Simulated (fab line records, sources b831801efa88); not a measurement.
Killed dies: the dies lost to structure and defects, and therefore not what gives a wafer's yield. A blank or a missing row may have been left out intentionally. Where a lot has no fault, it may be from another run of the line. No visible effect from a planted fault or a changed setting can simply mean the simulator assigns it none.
Which tool did it?	flow sky130	12 lots with 36 wafers sampled at 3 steps, on a route of 708 steps

WHAT THE GAUGES SHOWED, per wafer
SKY_CAP2M_RS_MEAS_03: measures by four-point-probe.
lot	measured	on	CAP2M_TIN_RS (ohm/sq)
L075	day 40 00:06	film_metro-03	6.97 6.98 6.98
L077	day 40 08:34	film_metro-02	6.93 6.99 6.95
L079	day 41 13:26	film_metro-01	7.09 7.04 7.06
L080	day 42 00:28	film_metro-02	6.93 6.96 6.97
L083	day 42 12:50	film_metro-02	6.91 6.91 6.89
L086	day 43 19:29	film_metro-02	6.97 6.97 7.05
L087	day 43 22:05	film_metro-03	7.00 7.07 7.04
L089	day 44 00:30	film_metro-02	6.94 6.96 6.94
L091	day 44 15:32	film_metro-02	6.89 6.91 6.93
L093	day 45 12:37	film_metro-02	6.89 6.95 6.87
L095	day 45 19:28	film_metro-03	6.92 6.88 6.92
L097	day 46 02:18	film_metro-01	7.05 7.08 7.00

EACH LOT AND THE TOOL THAT RAN IT (in order: tool; ch and the chambers of the sampled wafers; start)
lot	SKY_METAL4_SPUTTER_03	SKY_CAP2M_SPUTTER_02
L075	pvd_sputter-03, day 39 23:50	pvd_sputter-01, day 39 23:59
L077	pvd_sputter-03, day 40 08:19	pvd_sputter-02, day 40 08:28
L079	pvd_sputter-03, day 41 13:10	pvd_sputter-01, day 41 13:20
L080	pvd_sputter-04, day 42 00:09	pvd_sputter-01, day 42 00:20
L083	pvd_sputter-02, day 42 12:33	pvd_sputter-01, day 42 12:42
L086	pvd_sputter-03, day 43 19:13	pvd_sputter-01, day 43 19:23
L087	pvd_sputter-03, day 43 21:49	pvd_sputter-01, day 43 21:58
L089	pvd_sputter-03, day 44 00:14	pvd_sputter-02, day 44 00:23
L091	pvd_sputter-03, day 44 15:15	pvd_sputter-01, day 44 15:24
L093	pvd_sputter-02, day 45 12:21	pvd_sputter-01, day 45 12:30
L095	pvd_sputter-04, day 45 19:12	pvd_sputter-02, day 45 19:21
L097	pvd_sputter-04, day 46 02:01	pvd_sputter-02, day 46 02:10
- SKY_METAL4_SPUTTER_03: material Ti, target thk 5 nm, time 3.3 s.
- SKY_CAP2M_SPUTTER_02: material TiN, target thk 200 nm, time 166.7 s.

THE ANSWER, worked out from the rows above alone
Rule: the usual values come from the lots themselves. The widest of any qualifying gaps counts: lots, ordered by their means at a reading, are off when they make up no more than a third of the lots, leave a main group of 4 or more, and stand apart from it by 3 or more times the standard deviation of that group's means. The tables above print the reading to a certain number of digits; a main group whose means all agree to those digits is not used. A lot without any number at a reading at which 4 lots or more have one is off too. Where the step has rows for the other lots, those lots are counted as sound.
Nothing can be told from this: no lot is off at any reading shown.

WHAT HAD BEEN PUT IN BY THE SIMULATOR
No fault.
